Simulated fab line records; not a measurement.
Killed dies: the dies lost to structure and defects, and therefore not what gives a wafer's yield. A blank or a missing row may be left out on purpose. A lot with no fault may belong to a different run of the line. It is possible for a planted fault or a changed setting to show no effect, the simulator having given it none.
The same fault as seen by 2 desks :: flow gf180mcu :: numbers are kept per desk, each desk with only its own; the story behind them comes last

AT THE METROLOGY DESK
Means of the sampled wafers that have a number, per lot and without regard to the tool the lot ran on: this is what the gauges read. The brackets show how far a lot's mean lies from the usual mean; more than 4 standard deviations puts the lot out of limits, marked OUT.
Columns: A = cd_nm at GF_M5_CD_MEAS_07, usual 279.9 nm; B = M5_OVL at GF_M5_OVL_MEAS_08, usual -3 nm
lot: L683
first seen here: day 28 02:23
A: 280.3
B: 3

lot: L686
first seen here: day 29 04:46
A: 278.9
B: -4

lot: L691
first seen here: day 30 20:19
A: 281.6
B: 1

lot: L692
first seen here: day 30 23:06
A: 282.5
B: 1

lot: L700
first seen here: day 32 20:43
A: 280.3
B: -3
Finding of this desk: none of the 5 lots has anything out of limits.

DESK OF THE TOOL OWNER: rie_diel-03
The tool's own readings at GF_M5_ETCH_09 (etches Si3N4 in CF4/O2, target depth 52 nm, time 11.6 s): means of the sampled wafers that have a number, for each lot that ran on this tool. The brackets show how far a lot's mean lies from the usual mean; more than 4 standard deviations puts the lot out of limits, marked OUT.
Columns: A = drypump_motor_current_A at GF_M5_ETCH_09, usual 5.7 A; B = oes_product_au at GF_M5_ETCH_09, usual 1.000 a.u.; C = throttle_valve_pct at GF_M5_ETCH_09, usual 5.970 %
lot: L683
first seen here: day 28 02:31
A: 6.2
B: 1.003
C: 5.972

lot: L692
first seen here: day 30 23:16
A: 5.7
B: 1.000
C: 5.974
Finding of this desk: none of the 2 lots has anything out of limits.

ALL TOGETHER
Metrology desk: nothing out of limits seen.
The tool owner's desk saw nothing out of limits.

WHAT WAS PUT IN BY THE SIMULATOR
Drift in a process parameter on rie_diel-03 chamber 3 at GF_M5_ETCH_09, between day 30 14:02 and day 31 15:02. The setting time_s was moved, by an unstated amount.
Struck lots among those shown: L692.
